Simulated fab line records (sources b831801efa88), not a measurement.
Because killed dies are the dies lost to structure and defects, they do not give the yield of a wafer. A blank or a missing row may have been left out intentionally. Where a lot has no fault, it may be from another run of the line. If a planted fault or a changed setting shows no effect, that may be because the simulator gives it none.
Struck lot and sound lot, side by side :: flow gf180mcu :: 18 steps out of a route of 602
Sound: the wafers L676.3, L676.4, L676.5. The struck wafers were L693.2, L693.3, L693.6. Last of all comes the cause.
Per side, at each step with rows, come the tool, then ch with its chambers, and then its first start. Under that, the readings that differ: sound wafers :: struck wafers :: difference of the means :: sigmas: that difference in standard deviations of wafers without a fault.
alike: words and numbers the same on both sides, and readings whose means are apart by under 2 such deviations; not compared: readings that were withheld, readings missing a value for some wafer, numbers with overlapping values and no deviation given by the record, and bounds like >300 which may hide the same value.
The two part at a step that has a row with sigmas, a row that says differs or no value, or rows on one side only. Numbers that don't overlap but have no deviation are shown without sigmas and don't part them. A reading missing from all wafers of one side parts the sides only when that side holds two or more wafers.

first, 3 steps without rows for these wafers: GF_MVPSD_EXPOSE_04 (exposes mask MVPSD, target cd 1000 nm); GF_MVPSD_PEB_05; GF_MVPSD_DEVELOP_06 (develop time 60 s).
GF_MVPSD_OVL_MEAS_07:
  struck on overlay-02, day 9 13:37; sound on overlay-02, day 5 12:01
  alike: MVPSD_OVL
then, 2 steps without rows for these wafers: GF_MVPSD_IMPLANT_08; GF_MVPSD_IMPLANT_09.
GF_MVPSD_STRIP_10: strips in O2/N2.
  sound on plasma-asher-04 ch 0,1, day 5 12:23; struck on plasma-asher-01 ch 0,1, day 9 13:56
  alike: drypump-motor-current-A, heater-power-w, oes-product-au, strip-time-to-endpoint-s
  not compared: rf-hours-counter-h
GF_MVPSD_TW_MEAS_11:
  struck on film-metro-01, day 9 14:03; sound on film-metro-01, day 5 12:28
  alike: MVPSD_TW
then, 4 steps without rows for these wafers: GF_VT_IMPLANT_DEHYDRATE_00 (time 60 s); GF_VT_IMPLANT_HMDS_01 (prime time 60 s); GF_VT_IMPLANT_COAT_02 (resist thk 1000 nm); GF_VT_IMPLANT_SOFTBAKE_03 (time 60 s).
GF_VT_IMPLANT_EXPOSE_04: exposes mask LVPWELL LV AREA, target cd 600 nm.
  sound on iline-stepper-01 ch 0, day 5 19:39; struck on iline-stepper-02 ch 0, day 9 23:07
reading: model.VT_IMPLANT.overlay-x-nm (nm)
sound: 0.2231 0.2231 0.2231
struck: -113.8 -113.8 -113.8
difference: -114.0
sigmas: 
  alike: mask
then, 2 steps without rows for these wafers: GF_VT_IMPLANT_PEB_05; GF_VT_IMPLANT_DEVELOP_06 (develop time 60 s).
GF_VT_IMPLANT_OVL_MEAS_07:
  struck on overlay-01, day 10 07:19; sound on overlay-02, day 6 02:19
reading: VT_IMPLANT_OVL (nm)
sound: 0.9 -0.1 1.3
struck: -117.1 -115.6 -116.7
difference: -117.2
sigmas: -90
following that, these wafers have no rows for 1 step: GF_VT_IMPLANT_IMPLANT_08.
GF_PASSIVATION_PROBE_99:
  sound wafers here have rows in the record (prober-02, day 29 13:32); struck ones have none

WHERE THEY PART
Last at GF_PASSIVATION_PROBE_99 as far as this record goes, first at GF_VT_IMPLANT_OVL_MEAS_07.

WHY: what had been put in by the simulator
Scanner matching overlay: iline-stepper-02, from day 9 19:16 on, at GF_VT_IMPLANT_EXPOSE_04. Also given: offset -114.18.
